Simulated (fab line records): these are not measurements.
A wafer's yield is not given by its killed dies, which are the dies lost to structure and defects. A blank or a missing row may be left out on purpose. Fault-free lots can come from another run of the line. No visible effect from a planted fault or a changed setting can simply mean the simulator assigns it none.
2 desks, one fault | flow gf180mcu | each desk holds nothing but its own numbers, with what lay behind them at the end

THE TOOL OWNER'S DESK: lithoTrack-03
At GF_V1_SOFTBAKE_10 (time 60 s), the tool's own readings, given per lot that ran on this tool as the mean of the sampled wafers with a number. Marked OUT: a lot whose mean sits more than 4 standard deviations from the usual mean, which makes it out of limits; the brackets give that distance.
Columns: A = heaterPowerTotalW at GF_V1_SOFTBAKE_10, usual 93.04 W; B = runLengthS at GF_V1_SOFTBAKE_10, usual 89.11 s
lot  | first seen here | A                        | B
L111 | day 18 07:00    | 93.04                    | 89.25
L115 | day 19 12:00    | 93.04                    | 89.38
L116 | day 20 06:00    | 93.03                    | 89.20
L126 | day 23 20:00    | 129.79 (+99 or more) OUT | 49.73 (-99 or more) OUT
L129 | day 24 19:00    | 129.87 (+99 or more) OUT | 49.78 (-99 or more) OUT
This desk's finding: out of limits on L126, L129; first on L126, day 23 20:00 (heaterPowerTotalW at GF_V1_SOFTBAKE_10). Within limits: L111, L115, L116.

FROM THE METROLOGY DESK
What the gauges read, lot by lot, whatever tool the lot ran on: means of the sampled wafers that have a number. Marked OUT: a lot whose mean sits more than 4 standard deviations from the usual mean, which makes it out of limits; the brackets give that distance.
Columns: A = V1_BOW at GF_V1_BOW_MEAS_05, usual 83 um; B = cdNm at GF_V1_CD_MEAS_14, usual 260.2 nm
lot  | first seen here | A  | B
L110 | day 17 06:40    | 79 | 258.3
L111 | day 17 19:44    | 86 | 262.0
L113 | day 18 09:10    | 85 | 260.2
L115 | day 19 00:50    | 87 | 261.5
L116 | day 19 17:36    | 88 | 262.5
L118 | day 20 18:53    | 74 | 261.9
L119 | day 21 02:46    | 96 | 258.8
L126 | day 23 09:27    | 82 | 240.7 (-14) OUT
L129 | day 24 09:19    | 82 | 243.4 (-12) OUT
L131 | day 25 01:51    | 83 | 260.3
L132 | day 25 08:26    | 87 | 262.8
L133 | day 25 13:56    | 81 | 259.7
This desk's finding: out of limits on L126, L129; first on L126, day 24 08:21 (cdNm at GF_V1_CD_MEAS_14). Within limits: L110, L111, L113, L115, L116, L118, L119, L131, L132, L133.

TAKEN TOGETHER
The tool owner's desk had the chance to raise an alarm at day 23 20:00 on L126, L129.
At day 24 08:21 the metrology desk could have sounded an alarm, on L126, L129.
Of the lots named, all ran GF_V1_SOFTBAKE_10 on lithoTrack-03.

WHAT HAD BEEN PUT IN BY THE SIMULATOR
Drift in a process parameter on lithoTrack-03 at GF_V1_SOFTBAKE_10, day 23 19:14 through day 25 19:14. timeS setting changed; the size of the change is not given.
Struck lots among those shown: L126, L129.
Delay (hours) between the fault's onset and each desk's first out-of-limits reading: 1 at the tool owner's desk, 13 at the metrology desk.
